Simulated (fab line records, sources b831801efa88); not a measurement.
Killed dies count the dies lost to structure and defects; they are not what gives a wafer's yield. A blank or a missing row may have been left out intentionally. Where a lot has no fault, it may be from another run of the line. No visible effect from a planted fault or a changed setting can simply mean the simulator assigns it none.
Problem report, 8D (eight disciplines) form, completed by code + flow sky130 + the parts of the form that need people (team, actions taken, sign-off) are left out

1. THE ISSUE
Mean of platen rpm at SKY_LI_CONTACT_CMP_24: 65.97 rpm across 9 wafers in 3 lots; on wafers with no fault it is 60.00 rpm (standard deviation 0.045). That is +99 or more standard deviations from the usual mean.
The step: polishes, stops on PSG, t overpolish 20 s, target thk 0 nm.
First seen on wafer L126.2, day 32 08:28, on cmp-01. Wafers with a number at this step in the record: 36, from 12 lots. Rule for "out" (also "out of limits"): further than 4 standard deviations from the usual mean. Any other wafer with a number is counted as sound.

2. WHAT IT IS; WHAT IT IS NOT
| question                    | is                     | is not                                                                                                        |
|-----------------------------|------------------------|---------------------------------------------------------------------------------------------------------------|
| which readings at this step | platen rpm             | edge zone pressure frac, head pressure psi, motor current A, overpolish run s                                 |
| which lots                  | L126, L127, L128       | L123, L134, L137, L139, L140, L141, L142, L143, L144                                                          |
| which wafers of those lots  | all that have a number | -                                                                                                             |
| read on which tools         | cmp-01                 | cmp-02                                                                                                        |
| when                        | from day 32 08:28      | up to then (3 sound wafers); but 24 sound wafers of L134, L137, L139, L140, L141, L142, L143, L144 came after |

3. WHAT RULES OUT EACH SUSPECT
Counting: a tool at a process step up to the reading stays a suspect if it ran every lot that is out and no sound lot after the first of them.
- cmp-01 at SKY_LI_CONTACT_CMP_24 (polishes, stops on PSG, t overpolish 20 s, target thk 0 nm): ruled out as a lasting fault. After its first lot that is out, L126 (day 32 08:28), sound lots L139, L140, L141, L142, L143, L144 ran on it.
Left after counting: nothing in the record.

4. THE CAUSE (what the simulator had put in)
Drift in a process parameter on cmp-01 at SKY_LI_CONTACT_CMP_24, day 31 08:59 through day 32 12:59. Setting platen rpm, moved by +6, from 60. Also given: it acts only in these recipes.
Counting ruled it out, wrongly.

5. THE EFFECT CHAIN, in route order
Each row: a reading whose mean over the struck wafers that have a number lies more than 3 standard deviations from the usual. Only readings whose record carries a usual standard deviation are examined. hours: median over the lots of the time between each lot's start at the first step of this table that gives one and its start at this step. sigmas: the change, counted in usual standard deviations.
| hours | step                  | reading    | usual     | on struck wafers | change | sigmas      |
|-------|-----------------------|------------|-----------|------------------|--------|-------------|
| 0     | SKY_LI_CONTACT_CMP_24 | platen rpm | 60.00 rpm | 65.97            | +5.97  | +99 or more |
It contains these process steps:
- SKY_LI_CONTACT_CMP_24: polishes, stops on PSG, t overpolish 20 s, target thk 0 nm.
Later steps that measure or inspect, where all struck wafers having a row at the step show a number for every such reading and not one has moved that far: SKY_LOCAL_INTERCONNECT_RS_MEAS_01.

6. HOW IT WOULD HAVE BEEN CAUGHT EARLIER
23 hours passed between the start of the fault at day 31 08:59 and the first reading out of limits in this record, taken at day 32 08:28.
